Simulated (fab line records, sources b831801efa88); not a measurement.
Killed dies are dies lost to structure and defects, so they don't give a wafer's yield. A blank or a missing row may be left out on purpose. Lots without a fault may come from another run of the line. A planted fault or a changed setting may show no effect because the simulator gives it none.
Chamber matching | flow gf180mcu | GF_V5_CMP_26 on cmp-01: 4 sister chambers
The step polishes, stops on SiO2, t overpolish 14.49 s, target thk 0 nm. 14 wafers are shown with their chamber, then 7 later ones without.

WAFERS WITH THEIR CHAMBER
wafer  | chamber | motor_current_A (A) | time_to_endpoint_s (s) | overpolish_run_s (s)
L577.1 | 1       | 12.0                | 80                     | 14.494
L577.4 | 0       | 11.1                | 87                     | 14.487
L577.6 | 3       | 11.2                | 79                     | 14.507
L579.1 | 3       | 11.1                | 81                     | 14.503
L579.2 | 2       | 10.5                | 86                     | 14.495
L579.3 | 0       | 10.8                | 88                     | 14.499
L582.1 | 0       | 10.8                | 90                     | 14.474
L582.5 | 3       | 11.0                | 81                     | 14.509
L582.6 | 0       | 10.6                | 89                     | 14.492
L591.1 | 2       | 11.0                | 81                     | 14.481
L591.5 | 1       | 11.7                | 80                     | 14.505
L591.6 | 2       | 10.6                | 81                     | 14.487
L592.2 | 0       | 10.7                | 82                     | 14.498
L592.5 | 0       | 11.5                | 86                     | 14.467

SIGNATURES (means of the wafers above)
reading            | chamber 0 | chamber 1 | chamber 2 | chamber 3 | scatter within a chamber
motor_current_A    | 10.917    | 11.850    | 10.700    | 11.100    | 0.274
time_to_endpoint_s | 87.00     | 80.00     | 82.67     | 80.33     | 2.44
overpolish_run_s   | 14.48617  | 14.49950  | 14.48767  | 14.50633  | 0.0102
Rule: a wafer's distance from a chamber is the root of the sum, over the readings, of the square of ((its reading less the chamber's mean) divided by the reading's scatter). The wafer belongs to the nearest chamber; if the next one is less than 2 further off, it can't be placed. The scatter: the root of (the sum of the squares of (reading less its chamber's mean) over the shown wafers, divided by (wafers less chambers)).

WAFERS WITHOUT THEIR CHAMBER
wafer  | motor_current_A (A) | time_to_endpoint_s (s) | overpolish_run_s (s)
L592.6 | 11.1                | 81                     | 14.486
L595.1 | 10.7                | 86                     | 14.502
L595.2 | 11.0                | 82                     | 14.491
L595.6 | 11.6                | 76                     | 14.494
L596.2 | 10.4                | 82                     | 14.492
L596.3 | 11.3                | 80                     | 14.499
L596.4 | 10.9                | 79                     | 14.480

WHICH CHAMBER EACH WENT THROUGH
wafer  | from the rows above               | in truth
L592.6 | can't be placed: 2 or 3 or 0 or 1 | 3
L595.1 | can't be placed: 0 or 2 or 3      | 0
L595.2 | can't be placed: 2 or 3 or 0      | 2
L595.6 | can't be placed: 1 or 3           | 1
L596.2 | can't be placed: 2 or 0 or 3      | 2
L596.3 | can't be placed: 3 or 1 or 2      | 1
L596.4 | can't be placed: 2 or 3 or 0      | 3
Placed correctly: 0 of 7. Can't be placed from these rows: 7 (the true chamber is among the candidates in 7). Placed wrongly: 0.
